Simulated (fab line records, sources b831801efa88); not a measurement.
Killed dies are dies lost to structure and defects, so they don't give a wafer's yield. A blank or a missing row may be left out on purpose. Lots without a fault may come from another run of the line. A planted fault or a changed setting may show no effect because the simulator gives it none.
Split-lot experiment | flow sky130 | 5 lots, 23 wafers read, on a route of 708 steps

THE SPLIT
At SKY_VIA3_ETCH_14 (etches BARC in N2/H2, stops on SiO2, time 45.9 s, target depth 60 nm), the setting source_w was moved away from the recipe's 500 W on 9 of the 23 wafers read, by +4.3% to +11.8%. The other wafers ran this setting at the recipe's value.

The file shows no step between the split and the reading.

THE READING
KrF-thick_of_VIA3_COAT_07.thk_nm (the simulator's own value, which no gauge read), in nm, at SKY_VIA3_ETCH_15 (etches SiO2 in C4F8/O2/Ar, stops on TiN, target depth 507 nm, time 78 s). The file gives no usual value for it. The 14 wafers here that ran the recipe average 288.0 nm, standard deviation 1.9 nm.

wafer  | tool, chamber at the split | source_w as run, W | against the recipe | KrF-thick_of_VIA3_COAT_07.thk_nm, nm | against lot-mates on the recipe
L074.1 | rie_diel-02, 1             | 500                | recipe             | 286.9                                | -
L074.4 | rie_diel-02, 2             | 500                | recipe             | 286.1                                | -
L074.6 | rie_diel-02, 2             | 500                | recipe             | 286.6                                | -
L077.1 | rie_diel-02, 0             | 521.3              | +4.3%              | 289.5                                | -1.4
L077.2 | rie_diel-02, 2             | 500                | recipe             | 291.2                                | -
L077.3 | rie_diel-02, 3             | 500                | recipe             | 289.9                                | -
L077.4 | rie_diel-02, 1             | 521.3              | +4.3%              | 290.1                                | -0.8
L077.5 | rie_diel-02, 0             | 500                | recipe             | 291.5                                | -
L081.1 | rie_diel-02, 3             | 500                | recipe             | 288.1                                | -
L081.2 | rie_diel-02, 2             | 559.1              | +11.8%             | 284.1                                | -4.8
L081.4 | rie_diel-02, 2             | 500                | recipe             | 289.1                                | -
L081.5 | rie_diel-02, 1             | 500                | recipe             | 289.5                                | -
L081.6 | rie_diel-02, 3             | 559.1              | +11.8%             | 285.4                                | -3.5
L082.1 | rie_diel-04, 3             | 541.8              | +8.4%              | 286                                  | -1.9
L082.2 | rie_diel-04, 0             | 541.8              | +8.4%              | 283.8                                | -4.1
L082.3 | rie_diel-04, 2             | 500                | recipe             | 288                                  | -
L082.4 | rie_diel-04, 2             | 541.8              | +8.4%              | 285                                  | -2.9
L082.6 | rie_diel-04, 0             | 500                | recipe             | 287.9                                | -
L084.1 | rie_diel-02, 0             | 500                | recipe             | 286.5                                | -
L084.3 | rie_diel-02, 3             | 554.1              | +10.8%             | 281.9                                | -4.0
L084.4 | rie_diel-02, 1             | 554.1              | +10.8%             | 284.3                                | -1.6
L084.5 | rie_diel-02, 3             | 500                | recipe             | 285                                  | -
L084.6 | rie_diel-02, 2             | 500                | recipe             | 286.1                                | -

THE FIT
A straight line over all 23 wafers: KrF-thick_of_VIA3_COAT_07.thk_nm changes by -0.349 nm for each +1% of source_w; r = -0.65; the points scatter about the line by 2 nm.
The same after taking each lot's own level away (the mean of its wafers on the recipe; 23 wafers): -0.321 nm for each +1%; r = -0.90; scatter 0.76 nm.
On that fit, the largest move of source_w shifts the reading by 3.8 nm.
The lots' own levels span 285.87 to 290.87 nm, that is 2.6 times the standard deviation above.
So the lot-to-lot level blurs the effect unless lot-mates are compared.
Check: with one of the wafers moved furthest among these (+11.8%) left out of the fit, the line predicts -3.54 nm for it against its lot-mates. It came out at -4.8 nm against them.
Tool readings at the split's step, against how far the setting was moved: oes_product_au r = +0.12.

OTHER SPLITS ON THESE WAFERS
These wafers also went through other splits before the reading. Each is held against what the fit with the lots' levels taken away leaves over:
other split on the same wafers | wafers away from the commonest value | r with KrF-thick_of_VIA3_COAT_07.thk_nm (lot level and that fit taken away)
SKY_VIA3_COAT_06 resist_thk_nm | 7                                    | -0.05

THE WHOLE CHAIN: every reading that the file lists as answering this split, in the file's order
step             | what it does                                                            | reading                                                                           | change (the file's fit)               | r (the file's)
SKY_VIA3_ETCH_14 | etches BARC in N2/H2, stops on SiO2, time 45.9 s, target depth 60 nm    | KrF-thick_of_VIA3_COAT_07.thk_nm (the simulator's own value, which no gauge read) | -0.357 nm for each +1% of the setting | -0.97
SKY_VIA3_ETCH_15 | etches SiO2 in C4F8/O2/Ar, stops on TiN, target depth 507 nm, time 78 s | KrF-thick_of_VIA3_COAT_07.thk_nm (the simulator's own value, which no gauge read) | -0.313 nm for each +1% of the setting | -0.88

THE FILE'S OWN FIT
KrF-thick_of_VIA3_COAT_07.thk_nm changes by -0.313 nm for each +1% of source_w, r = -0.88.
